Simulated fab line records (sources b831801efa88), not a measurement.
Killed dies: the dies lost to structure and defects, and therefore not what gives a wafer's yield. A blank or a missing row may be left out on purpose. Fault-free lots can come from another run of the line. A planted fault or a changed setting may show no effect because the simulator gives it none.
Which tool was responsible?	flow sky130	39 wafers from 13 lots sampled at 3 of the route's 708 steps

WHAT THE GAUGES SHOWED, per wafer
SKY_METAL5_RS_MEAS_05: measures by four-point-probe.
lot	measured	on	METAL5_ALCU_RS (ohm/sq)
L527	day 42 08:26	filmMetro-01	0.02676 0.02652 0.02632
L528	day 43 05:26	filmMetro-01	0.02749 0.02754 0.02749
L529	day 43 21:28	filmMetro-04	0.02712 0.02706 0.02717
L530	day 44 03:38	filmMetro-04	0.02674 0.02714 0.02696
L531	day 43 21:42	filmMetro-02	0.02737 0.02707 0.02723
L532	day 44 20:25	filmMetro-01	0.02695 0.02705 0.02708
L533	day 45 08:16	filmMetro-01	0.02736 0.02739 0.0276
L535	day 45 09:37	filmMetro-01	0.02722 0.0272 0.02732
L536	day 45 14:32	filmMetro-01	0.02725 0.02733 0.02717
L545	day 47 11:25	filmMetro-04	0.0272 0.02735 0.02721
L547	day 48 06:19	filmMetro-01	0.02683 0.02665 0.02679
L549	day 48 10:11	filmMetro-04	0.02742 0.02722 0.02734
L550	day 48 20:55	filmMetro-01	0.02739 0.02722 0.02729

TOOL THAT RAN EACH LOT (tool first, then ch and the chambers of the sampled wafers, then the start)
lot	SKY_FIELD_ISO_WET_ETCH_28	SKY_VIA4_STRIP_13
L527	wetBench-01 ch 0, day 2 08:17	plasmaAsher-03 ch 0,1, day 42 06:58
L528	wetBench-04 ch 0, day 2 17:16	plasmaAsher-02 ch 0,1, day 43 03:58
L529	wetBench-01 ch 3, day 3 07:18	plasmaAsher-03 ch 0,1, day 43 19:58
L530	wetBench-01 ch 2, day 3 10:20	plasmaAsher-04 ch 0, day 44 02:11
L531	wetBench-01 ch 1, day 3 10:20	plasmaAsher-04 ch 0,1, day 43 20:13
L532	wetBench-01 ch 0, day 3 16:19	plasmaAsher-04 ch 0,1, day 44 18:58
L533	wetBench-01 ch 0, day 4 05:08	plasmaAsher-03 ch 0, day 45 06:49
L535	wetBench-04 ch 1, day 4 08:08	plasmaAsher-02 ch 1, day 45 08:07
L536	wetBench-01 ch 1, day 4 11:49	plasmaAsher-02 ch 0,1, day 45 13:04
L545	wetBench-03 ch 1, day 6 07:14	plasmaAsher-04 ch 0,1, day 47 09:37
L547	wetBench-03 ch 1, day 6 19:28	plasmaAsher-03 ch 0,1, day 48 04:52
L549	wetBench-04 ch 1, day 7 05:53	plasmaAsher-03 ch 0,1, day 48 08:44
L550	wetBench-01 ch 1, day 7 14:09	plasmaAsher-04 ch 0,1, day 48 19:25
- SKY_FIELD_ISO_WET_ETCH_28: etches SiO2 in dHF, target depth 23.7 nm, time 47 s.
- SKY_VIA4_STRIP_13: strips in O2/N2.

AS READ BY THE TOOLS THEMSELVES (means over the sampled wafers that have a number; for cases with no such wafer, the mark the record gives instead)
SKY_FIELD_ISO_WET_ETCH_28.
lot	tool	tempC (C)
L527	wetBench-01	25.05
L528	wetBench-04	25.06
L529	wetBench-01	25.03
L530	wetBench-01	24.92
L531	wetBench-01	24.96
L532	wetBench-01	24.84
L533	wetBench-01	25.01
L535	wetBench-04	25.03
L536	wetBench-01	24.98
L545	wetBench-03	25.07
L547	wetBench-03	25.03
L549	wetBench-04	24.85
L550	wetBench-01	25.02

SKY_VIA4_STRIP_13.
lot	tool	drypumpMotorCurrentA (A)	oesProductAu (a.u.)	stripTimeToEndpointS (s)
L527	plasmaAsher-03	5.7	0.706	12.809
L528	plasmaAsher-02	5.2	0.709	12.810
L529	plasmaAsher-03	5.5	0.710	12.794
L530	plasmaAsher-04	6.1	0.709	12.788
L531	plasmaAsher-04	6.2	0.708	12.790
L532	plasmaAsher-04	6.2	0.714	12.806
L533	plasmaAsher-03	5.3	0.709	12.810
L535	plasmaAsher-02	5.3	0.707	12.808
L536	plasmaAsher-02	5.3	0.711	12.803
L545	plasmaAsher-04	6.2	0.708	12.800
L547	plasmaAsher-03	5.7	0.708	12.797
L549	plasmaAsher-03	5.5	0.706	12.803
L550	plasmaAsher-04	6.2	0.707	12.789

THE ANSWER, worked out from the rows above alone
Rule: the lots themselves supply what counts as usual. Put in order of their means at a reading, lots are off if they are a third of the lots or fewer, leave a main group of 4 or more, and stand apart from it by a gap of 3 or more times the standard deviation of the main group's means; of several such gaps the widest counts. Not used: any main group whose means are identical at the precision the tables above print for the reading. A lot without any number at a reading at which 4 lots or more have one is off too. The other lots that the step has rows for count as sound. The gauges are gone through in route order, then the tools' own readings, and for those a lot's mean is taken as printed above. At the first step where some lot is off, the reading lying furthest off is the one used; lots without a number count as furthest.
No lot is off on any of the readings shown, so nothing can be concluded from this.

WHAT WAS PUT IN BY THE SIMULATOR
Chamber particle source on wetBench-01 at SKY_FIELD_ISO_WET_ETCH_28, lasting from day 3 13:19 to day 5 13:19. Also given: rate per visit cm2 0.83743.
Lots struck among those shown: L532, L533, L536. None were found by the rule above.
